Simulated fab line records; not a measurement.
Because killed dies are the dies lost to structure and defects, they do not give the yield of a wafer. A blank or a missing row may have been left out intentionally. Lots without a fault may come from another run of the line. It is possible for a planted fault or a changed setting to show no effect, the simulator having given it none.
A lot that was struck, set against a sound lot || flow sky130 || 32 steps out of a route of 708
Sound: wafers L802.1, L802.2, L802.6. The struck wafers were L808.1, L808.5, L808.6. At the end, the cause is stated.
Each step with rows lists, per side, the tool, then ch with its chambers, then its first start. Under that, the readings that differ: sound wafers || struck wafers || difference of the means || sigmas: that difference in standard deviations of wafers without a fault.
alike: readings with means less than 2 such deviations apart, plus words and numbers identical on both sides. not compared: withheld readings, readings lacking a value on some wafer, bounds such as >300 that could conceal the same value, and numbers that have no deviation in the record and whose values overlap.
Wherever a step has rows on one side only, a row that says differs or no value, or a row with sigmas, the two part there. Numbers that don't overlap but have no deviation are shown without sigmas and don't part them. A reading missing from all wafers of one side parts the sides only when that side holds two or more wafers.

first, 1 step without rows for these wafers: SKY_FIELD_ISO_CVD_24 (deposits SiO2, target thk 595 nm, time 99.2 s).
SKY_FIELD_ISO_THK_MEAS_25:
  sound on filmMetro-01 at day 2 14:24; struck on filmMetro-01 at day 3 22:14
  alike: FIELD_ISO_CVD_24_THK
then, 1 step without rows for these wafers: SKY_FIELD_ISO_ANNEAL_26 (time 1800 s).
SKY_FIELD_ISO_CMP_27: polishes, stops on Si3N4, t overpolish 16 s, target thk 457.8 nm.
  sound on cmp-01 ch 1,2, day 2 15:58; struck on cmp-02 ch 0,1,2, day 4 02:19
  alike: motorCurrentA, overpolishRunS, slurryFilterDpKPa, timeToEndpointS
then, 5 steps without rows for these wafers: SKY_FIELD_ISO_WET_ETCH_28 (etches SiO2 in dHF, target depth 23.7 nm, time 47 s); SKY_FIELD_ISO_WET_ETCH_29 (etches Si3N4 in H3PO4, target depth 160 nm, time 1825 s); SKY_FIELD_ISO_WET_ETCH_30 (etches SiO2 in dHF, target depth 25 nm, time 50 s); SKY_NWELL_CLEAN_00 (cleans in SC1/SC2, time 150 s); SKY_NWELL_OXIDATION_01 (stabilise 600 s, purge 300 s, target thk 10 nm).
SKY_NWELL_THK_MEAS_02:
  sound on filmMetro-03 at day 2 18:58; struck on filmMetro-03 at day 4 06:20
  alike: NWELL_OXIDATION_THK
then, 2 steps without rows for these wafers: SKY_DNWELL_DEHYDRATE_00 (time 60 s); SKY_DNWELL_HMDS_01 (prime time 60 s).
SKY_DNWELL_COAT_02: resist thk 3000 nm.
  sound on lithoTrack-02 ch 0, day 3 02:22; struck on lithoTrack-03, day 4 14:25
  no value came back on the struck wafers for chillPlateTempC (C), dispensePressureKPa (kPa); on the sound wafers chillPlateTempC (C) reads 22.94 22.98 22.96
then, 5 steps without rows for these wafers: SKY_DNWELL_SOFTBAKE_03; SKY_DNWELL_EXPOSE_04 (exposes mask DNM, target cd 3000 nm); SKY_DNWELL_PEB_05; SKY_DNWELL_DEVELOP_06 (develop time 60 s); SKY_DNWELL_IMPLANT_07.
SKY_DNWELL_STRIP_08: strips in O2/N2.
  sound on plasmaAsher-03 ch 0,1, day 3 10:21; struck on plasmaAsher-02 ch 0,1, day 4 23:25
  no value came back on the struck wafers for oesProductAu (a.u.), stripTimeToEndpointS (s); on the sound wafers oesProductAu (a.u.) reads 0.723 0.716 0.715
  alike: drypumpMotorCurrentA, o2FlowSccm
  not compared: rfHoursCounterH
SKY_DNWELL_TW_MEAS_09:
  sound on filmMetro-01 at day 3 10:27; struck on filmMetro-04 at day 4 23:31
  alike: DNWELL_TW
then, 7 steps without rows for these wafers: SKY_PWDE_DEHYDRATE_00 (time 60 s); SKY_PWDE_HMDS_01 (prime time 60 s); SKY_PWDE_COAT_02 (resist thk 3000 nm); SKY_PWDE_SOFTBAKE_03; SKY_PWDE_EXPOSE_04 (exposes mask PWDEM, target cd 840 nm); SKY_PWDE_PEB_05; SKY_PWDE_DEVELOP_06 (develop time 60 s).
SKY_PWDE_OVL_MEAS_07:
  sound on overlay-02 at day 4 02:18; struck on overlay-01 at day 5 17:07
  alike: PWDE_OVL
after that, 1 step had no rows for these wafers: SKY_PWDE_IMPLANT_08.
SKY_PWDE_STRIP_09: strips in O2/N2.
  sound on plasmaAsher-04 ch 0,1, day 4 02:29; struck on plasmaAsher-04 ch 0,1, day 5 17:19
  alike: drypumpMotorCurrentA, o2FlowSccm, oesProductAu, stripTimeToEndpointS
  not compared: rfHoursCounterH
SKY_PWDE_TW_MEAS_10:
  sound on filmMetro-03 at day 4 02:35; struck on filmMetro-01 at day 5 17:44
{"reading": "PWDE_TW", "sound": "374 373 373", "struck": "1136 1138 1132", "difference": "+762", "sigmas": "+99 or more"}
  not compared: hold
after that, 1 step had no rows for these wafers: SKY_PAD_OPEN_PROBE_99.

WHERE THEY PART
At SKY_DNWELL_COAT_02 first; at SKY_PWDE_TW_MEAS_10 last (within this record only).

WHY: whatever the simulator had introduced
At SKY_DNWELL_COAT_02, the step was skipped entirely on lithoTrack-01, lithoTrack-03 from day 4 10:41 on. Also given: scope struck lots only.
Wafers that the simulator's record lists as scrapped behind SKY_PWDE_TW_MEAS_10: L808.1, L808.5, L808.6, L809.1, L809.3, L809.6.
